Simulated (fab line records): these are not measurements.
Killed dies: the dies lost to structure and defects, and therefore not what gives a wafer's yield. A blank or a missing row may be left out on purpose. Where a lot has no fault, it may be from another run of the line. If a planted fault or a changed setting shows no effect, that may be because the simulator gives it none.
Chamber matching    flow gf180mcu    GF_CONTACT_CMP_27 on cmp-01: 4 sister chambers
The step polishes, stops on SiO2, t overpolish 13.59 s, target thk 0 nm. 8 wafers are shown with their chamber, then 9 later ones without.

## EACH WAFER AND ITS CHAMBER
wafer   chamber  motor current A (A)  time to endpoint s (s)
L659.6  1        11.3                 69
L660.5  1        11.5                 69
L664.3  2        9.6                  72
L664.4  3        13.0                 73
L664.6  0        11.2                 77
L665.2  3        12.6                 72
L665.3  2        9.6                  76
L665.4  0        9.9                  76

## WAFERS WITH NO CHAMBER GIVEN
wafer   motor current A (A)  time to endpoint s (s)
L666.1  9.3                  78
L666.3  10.4                 75
L666.4  13.0                 70
L669.1  11.3                 74
L669.2  9.6                  81
L669.3  12.6                 69
L673.4  10.2                 82
L673.5  10.1                 77
L673.6  11.3                 73

## WHICH CHAMBER EACH ONE RAN IN
wafer   from the rows above                in truth
L666.1  can't be placed: 2 or 0            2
L666.3  can't be placed: 0 or 2            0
L666.4  can't be placed: 3 or 1            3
L669.1  can't be placed: 0 or 3 or 1 or 2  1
L669.2  can't be placed: 0 or 2            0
L669.3  can't be placed: 3 or 1            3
L673.4  can't be placed: 0 or 2            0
L673.5  can't be placed: 0 or 2            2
L673.6  can't be placed: 1 or 0 or 3 or 2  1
Placed correctly: 0 of 9. Unplaceable from these rows: 9, with the true chamber sitting among the candidates in 9. 0 placed wrongly.
How it was worked out, from the rows above alone: a wafer's distance from a chamber is the root of the sum, over the readings, of the square of ((its reading less the chamber's mean) divided by the reading's scatter). If the next closest chamber is less than 2 further off than the closest, the wafer can't be placed; otherwise it belongs to the closest. Each chamber's mean is taken over the wafers shown for it. How the scatter is found: for the shown wafers, subtract from each reading the mean of its chamber, square and add these, divide the total by (wafers less chambers), then take the root.
